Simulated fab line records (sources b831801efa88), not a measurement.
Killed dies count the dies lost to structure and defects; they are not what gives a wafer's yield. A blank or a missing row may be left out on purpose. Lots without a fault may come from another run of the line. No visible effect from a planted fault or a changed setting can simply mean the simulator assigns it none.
Which tool did it?    flow sky130    24 lots, 72 wafers sampled, at 5 steps of a route of 708

## WHAT EACH GAUGE READ, for each wafer
SKY_FIELD_ISO_THK_MEAS_02. Usual: for FIELD_ISO_OXIDATION_00_THK the level is 11.90 nm and the standard deviation is 0.22.
lot   measured     on             FIELD_ISO_OXIDATION_00_THK (nm)  flag
L074  day 1 11:38  film-metro-03  12.05 12.02 11.84                
L075  day 1 16:47  film-metro-03  11.74 12.15 11.82                
L076  day 1 21:46  film-metro-04  12.30 12.21 12.13                
L077  day 2 02:48  film-metro-03  11.96 11.65 11.79                
L078  day 2 07:44  film-metro-01  11.74 11.65 11.89                
L079  day 2 14:41  film-metro-04  11.78 11.87 11.74                
L080  day 2 19:03  film-metro-04  11.95 11.96 12.07                
L081  day 2 23:28  film-metro-03  11.97 11.76 11.69                
L082  day 3 04:55  film-metro-03  11.60 11.88 11.49                
L083  day 3 09:01  film-metro-04  12.01 12.06 12.21                
L084  day 3 13:38  film-metro-03  11.78 11.67 11.96                
L085  day 3 18:39  film-metro-01  12.03 11.87 11.96                
L086  day 3 23:38  film-metro-04  11.65 11.64 11.77                
L087  day 4 04:46  film-metro-04  12.07 12.15 12.00                
L088  day 4 09:40  film-metro-03  11.70 12.04 11.90                
L089  day 4 14:38  film-metro-03  12.05 12.18 11.94                
L090  day 4 19:38  film-metro-03  11.75 11.86 12.07                
L091  day 5 00:39  film-metro-01  11.82 12.03 11.93                
L092  day 5 06:19  film-metro-01  11.68 11.77 11.53                
L093  day 5 11:11  film-metro-03  11.84 11.50 11.56                
L094  day 5 16:25  film-metro-01  11.44 11.55 11.81                
L095  day 5 20:50  film-metro-04  12.32 12.40 12.28                
L096  day 6 02:53  film-metro-01  12.27 12.13 12.03                
L097  day 6 09:32  film-metro-01  12.00 11.98 11.95                

SKY_LOCAL_INTERCONNECT_OVL_MEAS_12. Usual: for LOCAL_INTERCONNECT_OVL the level is -3 nm and the standard deviation is 5.5.
lot   measured      on          LOCAL_INTERCONNECT_OVL (nm)  flag
L074  day 30 05:05  overlay-02  -2 3 -2                      
L075  day 30 13:50  overlay-01  -8 -4 -1                     
L076  day 31 06:09  overlay-02  -2 -6 -4                     
L077  day 31 10:27  overlay-01  -3 -5 -9                     
L078  day 32 04:25  overlay-01  -6 -1 -9                     
L079  day 32 05:58  overlay-02  -10 -8 -8                    
L080  day 32 14:12  overlay-02  6 -3 8                       
L081  day 32 15:31  overlay-01  7 4 10                       
L082  day 32 23:13  overlay-02  8 -1 5                       
L083  day 33 04:39  overlay-02  -3 -9 -9                     
L084  day 33 10:53  overlay-01  4 1 4                        
L085  day 33 21:48  overlay-02  -2 -6 -6                     
L086  day 34 03:04  overlay-02  -5 -5 2                      
L087  day 34 09:30  overlay-02  -8 -11 -6                    
L088  day 34 19:38  overlay-01  -8 -13 -2                    
L089  day 35 01:32  overlay-01  -5 1 -8                      
L090  day 36 00:31  overlay-02  -4 -7 -6                     
L091  day 36 15:32  overlay-01  -2 -6 -1                     
L092  day 36 13:05  overlay-02  -4 -1 1                      
L093  day 36 20:44  overlay-02  -8 -5 -7                     
L094  day 36 18:56  overlay-02  -8 -6 -1                     
L095  day 37 00:59  overlay-01  -8 -5 -7                     
L096  day 37 05:52  overlay-01  -3 -3 -4                     
L097  day 37 17:35  overlay-02  8 9 3                        

SKY_VIA4_RS_MEAS_19: measurement is done with a four-point probe. Usual: for VIA4_W_RS the level is 0.2255 ohm/sq and the standard deviation is 0.0018.
lot   measured      on             VIA4_W_RS (ohm/sq)    flag
L074  day 42 19:41  film-metro-01  0.2269 0.2267 0.2318  
L075  day 42 23:58  film-metro-03  0.2262 0.2251 0.2253  
L076  day 43 11:48  film-metro-04  0.2262 0.2275 0.2280  
L077  day 43 20:06  film-metro-03  0.2239 0.2260 0.2256  
L078  day 44 08:29  film-metro-01  0.2268 0.2263 0.2246  
L079  day 44 14:22  film-metro-03  0.2229 0.2241 0.2242  
L080  day 44 18:23  film-metro-01  0.2269 0.2237 0.2271  
L081  day 44 18:39  film-metro-04  0.2269 0.2254 0.2253  
L082  day 45 00:55  film-metro-03  0.2238 0.2243 0.2245  
L083  day 45 04:52  film-metro-04  0.2290 0.2263 0.2267  
L084  day 45 12:17  film-metro-04  0.2270 0.2257 0.2267  
L085  day 45 20:59  film-metro-01  0.2244 0.2259 0.2249  
L086  day 45 23:35  film-metro-03  0.2260 0.2249 0.2258  
L087  day 46 03:26  film-metro-04  0.2241 0.2262 0.2242  
L088  day 46 14:01  film-metro-03  0.2256 0.2291 0.2257  
L089  day 46 17:08  film-metro-01  0.2243 0.2227 0.2246  
L090  day 47 09:25  film-metro-03  0.2220 0.2288 0.2242  
L091  day 47 21:53  film-metro-04  0.2250 0.2266 0.2255  
L092  day 47 21:31  film-metro-01  0.2230 0.2246 0.2245  
L093  day 48 03:56  film-metro-01  0.2263 0.2242 0.2250  
L094  day 47 23:14  film-metro-03  0.2259 0.2287 0.2261  
L095  day 48 07:01  film-metro-03  0.2278 0.2249 0.2262  
L096  day 48 09:40  film-metro-01  0.2225 0.2213 0.2256  
L097  day 48 18:17  film-metro-01  0.2239 0.2247 0.2266  

SKY_METAL5_RS_MEAS_05: measurement is done with a four-point probe. Usual: for METAL5_ALCU_RS the level is 0.02695 ohm/sq and the standard deviation is 0.00026.
lot   measured      on             METAL5_ALCU_RS (ohm/sq)  flag
L074  day 42 20:20  film-metro-04  0.02701 0.02704 0.02702  
L075  day 43 00:40  film-metro-04  0.02712 0.02729 0.02747  
L076  day 43 12:26  film-metro-01  0.02687 0.02709 0.02697  
L077  day 43 20:45  film-metro-02  0.02708 0.02665 0.02677  
L078  day 44 09:08  film-metro-01  0.02708 0.02704 0.02704  
L079  day 44 15:01  film-metro-02  0.02686 0.0269 0.02698   
L080  day 44 19:10  film-metro-04  0.02726 0.02718 0.02718  
L081  day 44 19:19  film-metro-02  0.02709 0.02675 0.02711  
L082  day 45 01:34  film-metro-02  0.02736 0.02725 0.02726  
L083  day 45 05:31  film-metro-01  0.027 0.0272 0.02698     
L084  day 45 12:56  film-metro-01  0.02615 0.02664 0.02657  
L085  day 45 21:38  film-metro-01  0.02661 0.02695 0.02657  
L086  day 46 00:22  film-metro-02  0.02684 0.0269 0.02708   
L087  day 46 04:13  film-metro-01  0.0271 0.02669 0.02716   
L088  day 46 14:40  film-metro-01  0.02695 0.02691 0.02675  
L089  day 46 17:47  film-metro-02  0.02685 0.02676 0.0271   
L090  day 47 10:08  film-metro-04  0.02678 0.02692 0.02669  
L091  day 47 22:41  film-metro-02  0.02663 0.02719 0.0269   
L092  day 47 22:23  film-metro-04  0.02691 0.02646 0.02691  
L093  day 48 04:35  film-metro-02  0.027 0.02688 0.02679    
L094  day 47 23:53  film-metro-02  0.02705 0.02731 0.02742  
L095  day 48 07:55  film-metro-04  0.02693 0.02686 0.02687  
L096  day 48 10:19  film-metro-02  0.02672 0.02678 0.02686  
L097  day 48 19:05  film-metro-01  0.02692 0.02659 0.02724  

## TOOL THAT RAN EACH LOT (tool first, then ch and the chambers of the sampled wafers, then the start)
lot   SKY_CONTACT_SPUTTER_23
L074  pvd-sputter-04, day 31 11:43
L075  pvd-sputter-04, day 31 20:12
L076  pvd-sputter-04, day 32 12:26
L077  pvd-sputter-03, day 32 16:23
L078  pvd-sputter-02, day 33 09:43
L079  pvd-sputter-03, day 33 11:27
L080  pvd-sputter-03, day 33 18:32
L081  pvd-sputter-02, day 33 20:55
L082  pvd-sputter-03, day 34 04:34
L083  pvd-sputter-04, day 34 10:08
L084  pvd-sputter-03, day 34 14:55
L085  pvd-sputter-02, day 35 02:39
L086  pvd-sputter-02, day 35 07:59
L087  pvd-sputter-04, day 35 13:47
L088  pvd-sputter-04, day 36 00:13
L089  pvd-sputter-02, day 36 05:41
L090  pvd-sputter-02, day 37 04:47
L091  pvd-sputter-04, day 37 19:36
L092  pvd-sputter-02, day 37 17:23
L093  pvd-sputter-02, day 38 01:40
L094  pvd-sputter-04, day 37 22:47
L095  pvd-sputter-03, day 38 05:19
L096  pvd-sputter-04, day 38 09:59
L097  pvd-sputter-03, day 38 20:44
- SKY_CONTACT_SPUTTER_23: material TiN, target thk 20 nm, time 80 s.

## AS READ BY THE TOOLS THEMSELVES (means over the sampled wafers that have a number; for cases with no such wafer, the mark the record gives instead)
SKY_CONTACT_SPUTTER_23. Usual: throttle-valve-pct 30.5 %, standard deviation 0.81.
lot   tool            throttle-valve-pct (%)  flag
L074  pvd-sputter-04  31.0                    
L075  pvd-sputter-04  30.5                    
L076  pvd-sputter-04  31.1                    
L077  pvd-sputter-03  30.5                    
L078  pvd-sputter-02  30.1                    
L079  pvd-sputter-03  30.7                    
L080  pvd-sputter-03  30.3                    
L081  pvd-sputter-02  30.3                    
L082  pvd-sputter-03  30.6                    
L083  pvd-sputter-04  30.3                    
L084  pvd-sputter-03  30.7                    
L085  pvd-sputter-02  29.9                    
L086  pvd-sputter-02  30.4                    
L087  pvd-sputter-04  30.4                    
L088  pvd-sputter-04  30.7                    
L089  pvd-sputter-02  29.8                    
L090  pvd-sputter-02  30.1                    
L091  pvd-sputter-04  31.6                    
L092  pvd-sputter-02  30.1                    
L093  pvd-sputter-02  30.5                    
L094  pvd-sputter-04  30.7                    
L095  pvd-sputter-03  30.5                    
L096  pvd-sputter-04  31.8                    
L097  pvd-sputter-03  30.3                    

## THE ANSWER, worked out from the rows above alone
Rule: a lot counts as off when the mean over its wafers that have a number is more than 3 standard deviations away from the usual mean. Also off: a lot with no number at a reading for which 4 or more lots have one. Where the step has rows for the other lots, those lots are counted as sound. After the gauges, taken in route order, come the tools' own readings; for these a lot's mean is taken, as printed above. The first step at which some lot is off is used, and at that step the reading that is off furthest; a lot without a number counts as furthest.
No lot is off at any reading shown: from this, nothing can be told.

## WHAT HAD BEEN PUT IN BY THE SIMULATOR
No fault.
